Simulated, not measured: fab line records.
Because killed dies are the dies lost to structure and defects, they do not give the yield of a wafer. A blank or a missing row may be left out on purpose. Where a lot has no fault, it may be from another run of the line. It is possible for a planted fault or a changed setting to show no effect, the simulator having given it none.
Split-lot trial -- flow sfq-line -- on a route of 325 steps: 5 lots, 23 wafers read

ON THE SPLIT
At SFQ_TRILAYER_I7_VIA_LITHO_COAT_192 (resist thk 62 nm), the setting spin-rpm was moved away from the recipe's 3000 rpm on 5 of the 23 wafers read, by -7.0% to -4.3%. All remaining wafers had this setting at the recipe value.

The reading comes from the split's own step.

THE READING
BARC_of_TRILAYER_I7_VIA_LITHO_COAT_192.thk-nm (the simulator's own value, which no gauge read), in nm, at SFQ_TRILAYER_I7_VIA_LITHO_COAT_192 (resist thk 62 nm). No usual value for it is given in the file. Average 62.05 nm, standard deviation 0.18 nm, over the 18 wafers here run with the recipe.

wafer,"tool, chamber at the split","spin-rpm as run, rpm",against the recipe,"BARC_of_TRILAYER_I7_VIA_LITHO_COAT_192.thk-nm, nm",against lot-mates on the recipe
L074.1,"litho-track-01, 0",2790,-7.0%,63.92,+2.10
L074.3,"litho-track-01, 0",3000,recipe,61.89,-
L074.4,"litho-track-01, 0",3000,recipe,61.74,-
L074.5,"litho-track-01, 0",3000,recipe,61.82,-
L074.6,"litho-track-01, 0",2790,-7.0%,64.19,+2.37
L076.1,"litho-track-03, 0",3000,recipe,62.13,-
L076.3,"litho-track-03, 0",3000,recipe,62.22,-
L076.4,"litho-track-03, 0",3000,recipe,62.26,-
L076.5,"litho-track-03, 0",3000,recipe,62.3,-
L076.6,"litho-track-03, 0",3000,recipe,62.2,-
L077.2,"litho-track-01, 0",3000,recipe,62.31,-
L077.3,"litho-track-01, 0",3000,recipe,62.07,-
L077.4,"litho-track-01, 0",3000,recipe,62.19,-
L077.5,"litho-track-01, 0",3000,recipe,61.9,-
L077.6,"litho-track-01, 0",3000,recipe,62.14,-
L083.1,"litho-track-02, 0",2871,-4.3%,63.28,+1.42
L083.2,"litho-track-02, 0",3000,recipe,61.85,-
L083.3,"litho-track-02, 0",2871,-4.3%,63.32,+1.46
L083.4,"litho-track-02, 0",3000,recipe,61.86,-
L083.5,"litho-track-02, 0",2871,-4.3%,63.13,+1.27
L085.2,"litho-track-01, 0",3000,recipe,62.01,-
L085.4,"litho-track-01, 0",3000,recipe,62.15,-
L085.5,"litho-track-01, 0",3000,recipe,61.95,-

THE FIT
A straight line over all 23 wafers: BARC_of_TRILAYER_I7_VIA_LITHO_COAT_192.thk-nm changes by -0.283 nm for each +1% of spin-rpm; r = -0.97; the points scatter about the line by 0.17 nm.
The same after taking each lot's own level away (the mean of its wafers on the recipe; 23 wafers): -0.321 nm for each +1%; r = -0.99; scatter 0.097 nm.
The reading moves by 2.2 nm for the largest change in spin-rpm, on that fit.
Across the lots, their own levels run from 61.817 to 62.222 nm, a range of 2.3 times the standard deviation given above.
Hence the slope depends on the lot-to-lot level, as the two fits are not the same.
Check: for one of the wafers moved furthest among these (-7.0%), held out of the fit, the line's prediction against its lot-mates is +2.31 nm. Against them it came out at +2.1 nm.

OTHER SPLITS ON THESE WAFERS
Other splits were also applied to these wafers ahead of the reading. Each is held against what the fit with the lots' levels taken away leaves over:
other split on the same wafers,wafers away from the commonest value,r with BARC_of_TRILAYER_I7_VIA_LITHO_COAT_192.thk-nm (lot level and that fit taken away)
SFQ_TRILAYER_M6_LITHO_COAT_159 resist-thk-nm,7,-0.07
SFQ_TRILAYER_M6_ETCH_METAL_ETCH_162 bias-w,4,+0.06
SFQ_TRILAYER_I6_VIA_LITHO_EXPOSE_170 dose-mj,7,-0.06
SFQ_TRILAYER_I6_VIA_BARC_OPEN_VIA_ETCH_235 bias-w,3,-0.30
SFQ_TRILAYER_M7_LITHO_COAT_177 resist-thk-nm,10,-0.05
SFQ_TRILAYER_M7_LITHO_PEB_180 peb-temp-c,9,+0.14
SFQ_TRILAYER_I7_CMP_CMP_184 leave-above-ref-nm,11,-0.17

FILE'S OWN FIT
BARC_of_TRILAYER_I7_VIA_LITHO_COAT_192.thk-nm changes by -0.321 nm for each +1% of spin-rpm, r = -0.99.
